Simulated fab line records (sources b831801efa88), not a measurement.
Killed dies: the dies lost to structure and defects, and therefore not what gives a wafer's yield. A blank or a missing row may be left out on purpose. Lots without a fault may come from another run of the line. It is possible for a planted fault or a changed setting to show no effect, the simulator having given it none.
Which tool did it? / flow sky130 / 39 wafers from 13 lots sampled at 2 of the route's 708 steps

## WHAT THE GAUGES READ, wafer by wafer
SKY_NWELL_THK_MEAS_02. Usual: NWELL_OXIDATION_THK 10.04 nm, standard deviation 0.18.
lot=L739; measured=day 2 23:16; on=film metro-03; NWELL_OXIDATION_THK (nm)=10.12 10.12 10.18; flag=
lot=L740; measured=day 3 05:47; on=film metro-04; NWELL_OXIDATION_THK (nm)=10.19 9.97 10.12; flag=
lot=L741; measured=day 3 10:31; on=film metro-04; NWELL_OXIDATION_THK (nm)=10.19 10.40 10.20; flag=
lot=L742; measured=day 3 15:54; on=film metro-04; NWELL_OXIDATION_THK (nm)=10.33 10.12 10.17; flag=
lot=L743; measured=day 3 22:41; on=film metro-04; NWELL_OXIDATION_THK (nm)=9.82 9.73 9.92; flag=
lot=L744; measured=day 4 05:31; on=film metro-02; NWELL_OXIDATION_THK (nm)=9.91 9.79 9.72; flag=
lot=L745; measured=day 4 08:25; on=film metro-04; NWELL_OXIDATION_THK (nm)=9.79 9.89 9.97; flag=
lot=L751; measured=day 5 12:15; on=film metro-02; NWELL_OXIDATION_THK (nm)=10.08 10.11 9.96; flag=
lot=L753; measured=day 6 03:05; on=film metro-02; NWELL_OXIDATION_THK (nm)=9.89 10.22 10.11; flag=
lot=L757; measured=day 6 20:46; on=film metro-02; NWELL_OXIDATION_THK (nm)=9.74 9.83 9.88; flag=
lot=L758; measured=day 7 03:46; on=film metro-04; NWELL_OXIDATION_THK (nm)=9.89 9.93 9.65; flag=
lot=L759; measured=day 7 13:47; on=film metro-03; NWELL_OXIDATION_THK (nm)=9.84 9.87 9.95; flag=
lot=L760; measured=day 7 19:24; on=film metro-02; NWELL_OXIDATION_THK (nm)=9.88 9.83 9.93; flag=

SKY_VT_ADJUST_LVTN_OVL_MEAS_07. Usual: VT_ADJUST_LVTN_OVL 0.7 nm, standard deviation 1.3.
lot=L739; measured=day 7 08:17; on=overlay-01; VT_ADJUST_LVTN_OVL (nm)=1.3 1.3 0.7; flag=
lot=L740; measured=day 7 16:10; on=overlay-02; VT_ADJUST_LVTN_OVL (nm)=0.7 0.4 1.9; flag=
lot=L741; measured=day 7 19:58; on=overlay-01; VT_ADJUST_LVTN_OVL (nm)=0.0 -1.9 0.3; flag=
lot=L742; measured=day 8 06:47; on=overlay-01; VT_ADJUST_LVTN_OVL (nm)=-1.0 0.6 -0.7; flag=
lot=L743; measured=day 8 15:19; on=overlay-01; VT_ADJUST_LVTN_OVL (nm)=-0.1 0.9 0.5; flag=
lot=L744; measured=day 8 22:56; on=overlay-01; VT_ADJUST_LVTN_OVL (nm)=-1.0 0.1 0.6; flag=
lot=L745; measured=day 9 04:11; on=overlay-02; VT_ADJUST_LVTN_OVL (nm)=1.5 0.8 1.3; flag=
lot=L751; measured=day 10 14:42; on=overlay-01; VT_ADJUST_LVTN_OVL (nm)=-1.2 -2.6 -0.9; flag=
lot=L753; measured=day 11 11:17; on=overlay-01; VT_ADJUST_LVTN_OVL (nm)=2.8 1.2 1.6; flag=
lot=L757; measured=day 12 06:27; on=overlay-01; VT_ADJUST_LVTN_OVL (nm)=-0.3 -2.1 -0.1; flag=
lot=L758; measured=day 12 17:01; on=overlay-01; VT_ADJUST_LVTN_OVL (nm)=-0.9 -0.9 -1.7; flag=
lot=L759; measured=day 13 05:17; on=overlay-01; VT_ADJUST_LVTN_OVL (nm)=3.1 4.0 2.9; flag=
lot=L760; measured=day 13 13:22; on=overlay-01; VT_ADJUST_LVTN_OVL (nm)=0.0 1.1 0.8; flag=

## EACH LOT AND THE TOOL THAT RAN IT (in order: tool; ch and the chambers of the sampled wafers; start)
Record: no process step prior to these readings.

## WHAT THE TOOLS THEMSELVES READ (means of the sampled wafers that have a number; where no wafer has one, the mark that the record gives instead)
The record holds no such reading with a usual standard deviation.

## THE ANSWER, worked out from the rows above alone
Rule: a lot counts as off when the mean over its wafers that have a number is more than 3 standard deviations away from the usual mean. Also off: a lot with no number at a reading for which 4 or more lots have one. Where the step has rows for the other lots, those lots are counted as sound. After the gauges, taken in route order, come the tools' own readings; for these a lot's mean is taken, as printed above. The first step at which some lot is off is used, and at that step the reading that is off furthest; a lot without a number counts as furthest.
No lot is off on any of the readings shown, so nothing can be concluded from this.

## WHAT THE SIMULATOR PUT IN
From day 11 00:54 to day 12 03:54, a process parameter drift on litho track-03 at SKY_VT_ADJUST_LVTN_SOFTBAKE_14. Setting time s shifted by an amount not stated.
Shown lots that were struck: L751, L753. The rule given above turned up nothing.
